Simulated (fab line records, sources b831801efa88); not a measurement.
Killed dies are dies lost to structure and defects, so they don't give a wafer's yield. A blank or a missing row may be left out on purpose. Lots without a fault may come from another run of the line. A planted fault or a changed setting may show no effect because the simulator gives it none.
A struck lot beside a sound one | flow sky130 | 14 steps out of a route of 708
Sound: wafers L950.1, L950.2, L950.4. Struck: wafers L951.1, L951.3, L951.6. The cause comes at the end.
At each step with rows: each side's tool, then ch and its chambers, then its first start. Under that, the readings that differ: sound wafers | struck wafers | difference of the means | sigmas: that difference in standard deviations of wafers without a fault.
alike: readings whose means differ by less than 2 such deviations, and words and numbers that are the same on both sides. not compared: withheld readings, readings that some wafer has no value for, bounds like >300 that may hide the same value, and numbers for which the record gives no deviation and whose values overlap.
The two part at a step that has a row with sigmas, a row that says differs or no value, or rows on one side only. Numbers that don't overlap but have no deviation are shown without sigmas and don't part them. A reading that every wafer of one side lacks parts them only if that side has two wafers or more.

first, 4 steps without rows for these wafers: SKY_METAL1_STRIP_21 (strips in post etch residue remover, time 1200 s); SKY_METAL1_CLEAN_22 (cleans in IPA, time 180 s); SKY_METAL1_CLEAN_23 (cleans in O3/DIW); SKY_VIA1_HDPCVD_00 (deposits SiO2, target thk 1030 nm, time 171.7 s).
SKY_VIA1_THK_MEAS_01:
  sound on film_metro-03, day 38 19:07; struck on film_metro-03, day 38 15:26
  alike: VIA1_HDPCVD_THK
SKY_VIA1_CMP_02: polishes SiO2.
  sound on cmp-02 ch 0,2,3, day 38 19:19; struck on cmp-02 ch 0,2,3, day 38 15:33
  alike: motor_current_A, platen_rpm
SKY_VIA1_BOW_MEAS_03:
  sound on film_metro-02, day 38 19:37; struck on film_metro-02, day 38 15:48
  alike: VIA1_BOW
then, 5 steps without rows for these wafers: SKY_VIA1_DEHYDRATE_04 (time 60 s); SKY_VIA1_HMDS_05 (prime time 60 s); SKY_VIA1_COAT_06 (resist thk 60 nm); SKY_VIA1_COAT_07 (resist thk 450 nm); SKY_VIA1_SOFTBAKE_08 (time 90 s).
SKY_VIA1_EXPOSE_09: exposes mask VIM, target cd 150 nm.
  sound on krf_scanner-01 ch 0, day 39 08:07; struck on krf_scanner-01, day 39 04:16
  no value came back on the struck wafers for exposure_dose_mJ_cm2, focus_offset_nm (nm); on the sound wafers exposure_dose_mJ_cm2 reads 37.89 37.92 37.87
  alike: mask
then, 1 step without rows for these wafers: SKY_VIA1_PEB_10.

WHERE THEY PART
Only at SKY_VIA1_EXPOSE_09, within this record.

WHY: what the simulator had put in
Skipped step whole: krf_scanner-01, from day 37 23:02 on, at SKY_VIA1_EXPOSE_09. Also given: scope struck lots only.
